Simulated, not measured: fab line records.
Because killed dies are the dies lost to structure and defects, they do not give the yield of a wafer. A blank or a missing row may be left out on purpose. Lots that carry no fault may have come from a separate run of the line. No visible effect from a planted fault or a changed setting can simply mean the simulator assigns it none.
A lot that was struck, set against a sound lot    flow sky130    15 steps out of a route of 708
Sound: wafers L348.4, L348.5, L348.6. Struck: wafers L350.2, L350.5, L350.6. At the end, the cause is stated.
For every step that has rows: the tool of each side, followed by ch and its chambers, followed by its first start. Under that, the readings that differ: sound wafers    struck wafers    difference of the means    sigmas: that difference in standard deviations of wafers without a fault.
alike: a reading whose means differ by less than 2 such deviations, as well as words and numbers matching on both sides. not compared: withheld readings; readings where some wafer has no value; bounds like >300 that might hide an equal value; numbers whose values overlap and for which the record gives no deviation.
The two part at a step that has a row with sigmas, a row that says differs or no value, or rows on one side only. When numbers do not overlap yet have no deviation, they are printed without sigmas and do not part them. Lack of a reading on every wafer of one side parts them only where that side has two or more wafers.

first, 8 steps without rows for these wafers: SKY_FIELD_ISO_DEHYDRATE_05 (time 60 s); SKY_FIELD_ISO_HMDS_06 (prime time 60 s); SKY_FIELD_ISO_COAT_07 (resist thk 60 nm); SKY_FIELD_ISO_COAT_08 (resist thk 450 nm); SKY_FIELD_ISO_SOFTBAKE_09 (time 90 s); SKY_FIELD_ISO_EXPOSE_10 (exposes mask FOM, target cd 150 nm); SKY_FIELD_ISO_PEB_11; SKY_FIELD_ISO_DEVELOP_12 (develop time 60 s).
SKY_FIELD_ISO_CD_MEAS_13: the cd target is 150 nm.
  struck on cd_sem-02, day 4 02:22; sound on cd_sem-02, day 3 00:07
  alike: cd_nm
SKY_FIELD_ISO_ETCH_14: etches BARC in N2/H2, stops on SiO2, time 45.9 s, target depth 60 nm.
  sound on rie_diel-01 ch 0,3, day 3 00:10; struck on rie_diel-01 ch 0,1,2, day 4 02:28
  alike: drypump_motor_current_A, oes_product_au, rf_fwd_power_W, throttle_valve_pct
  not compared: rf_hours_counter_h
SKY_FIELD_ISO_ETCH_15: etches the open film in CHF3/O2, stops on Si, target depth 180 nm, time 72 s.
  sound on rie_diel-01 ch 0,3, day 3 00:13; struck on rie_diel-01 ch 0,1,2, day 4 02:31
  alike: drypump_motor_current_A, oes_product_au, rf_fwd_power_W, throttle_valve_pct
  not compared: rf_hours_counter_h
SKY_FIELD_ISO_STRIP_16: strips in O2/N2.
  sound on plasma_asher-04 ch 0,1, day 3 00:18; struck on plasma_asher-02 ch 0,1, day 4 02:34
  alike: drypump_motor_current_A, oes_product_au, strip_time_to_endpoint_s
  not compared: rf_hours_counter_h
SKY_FIELD_ISO_ETCH_17: etches Si in HBr/Cl2/O2, target depth 342 nm, time 97.7 s.
  sound on rie_si-01 ch 0,1,3, day 3 00:22; struck on rie_si-01 ch 1,2, day 4 02:40
reading                                sound                 struck                difference  sigmas
oes_product_au (a.u.)                  1.006 0.990 1.003     0.942 0.938 0.949     -0.057      -7
rf_fwd_power_W (W)                     598.8 594.3 595.1     499.4 500.6 500.4     -95.9       -44
throttle_valve_pct (%)                 25.661 25.658 25.638  25.689 25.696 25.697  +0.042      +4
model.FIELD_ISO.feature_depth_nm (nm)  342.8 337.2 341.7     311.9 306.6 312.8     -30.1       
model.etch.depth_nm (nm)               342.8 337.2 341.7     311.9 306.6 312.8     -30.1       
  alike: drypump_motor_current_A
  not compared: rf_hours_counter_h
then, 1 step without rows for these wafers: SKY_FIELD_ISO_WET_ETCH_18 (etches Si3N4 in H3PO4, target depth 25 nm, time 286 s).
-- the record jumps here: 44 days lie between the struck wafers' starts before and after (it left off in module FIELD_ISO and takes up again in module PAD_OPEN, whose first step shown is number 708 of the route) --
SKY_PAD_OPEN_PROBE_99:
  struck on prober-01, day 48 01:10; sound on prober-02, day 46 09:34
reading                                  sound                          struck                         difference  sigmas
killed_at_front_end                      16 27 19                       10 17 7                        -9          -2
model.etest.res_p_drift_20v.line_ohm_um  1.067e+04 1.04e+04 1.065e+04   9767 9603 9894                 -819        
model.etest.res_p_drift_20v.rs_ohm_sq    8939 8693 8997                 8252 8052 8235                 -697        
model.etest.pfet_16v.r_on_ohm_um         1.524e+04 1.516e+04 1.535e+04  1.438e+04 1.406e+04 1.428e+04  -1.010e+03  
model.etest.res_iso_pwell.rs_ohm_sq      3035 2967 3094                 2766 2686 2805                 -280        
model.etest.res_iso_pwell.line_ohm_um    1156 1112 1167                 1040 993.9 1060                -114        
model.etest.res_nwell.line_ohm_um        1122 1109 1136                 1024 1033 1026                 -95         
model.etest.res_nwell.rs_ohm_sq          941.8 927 939.7                867.1 852.7 872.7              -72.0       
model.etest.pfet_16v.drive_ua_um         244.5 245.5 242.2              254.6 256.8 255.7              +11.6       
  alike: killed_at_M0_to_M3, killed_at_M4_up, killed_at_contacts, killed_at_other, killed_dies, killed_open, killed_short

WHERE THEY PART
Last at SKY_PAD_OPEN_PROBE_99 as far as this record goes, first at SKY_FIELD_ISO_ETCH_17.

WHY: the cause the simulator had injected
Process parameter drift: rie_si-01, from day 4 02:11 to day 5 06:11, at SKY_FIELD_ISO_ETCH_17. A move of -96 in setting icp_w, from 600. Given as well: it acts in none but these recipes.
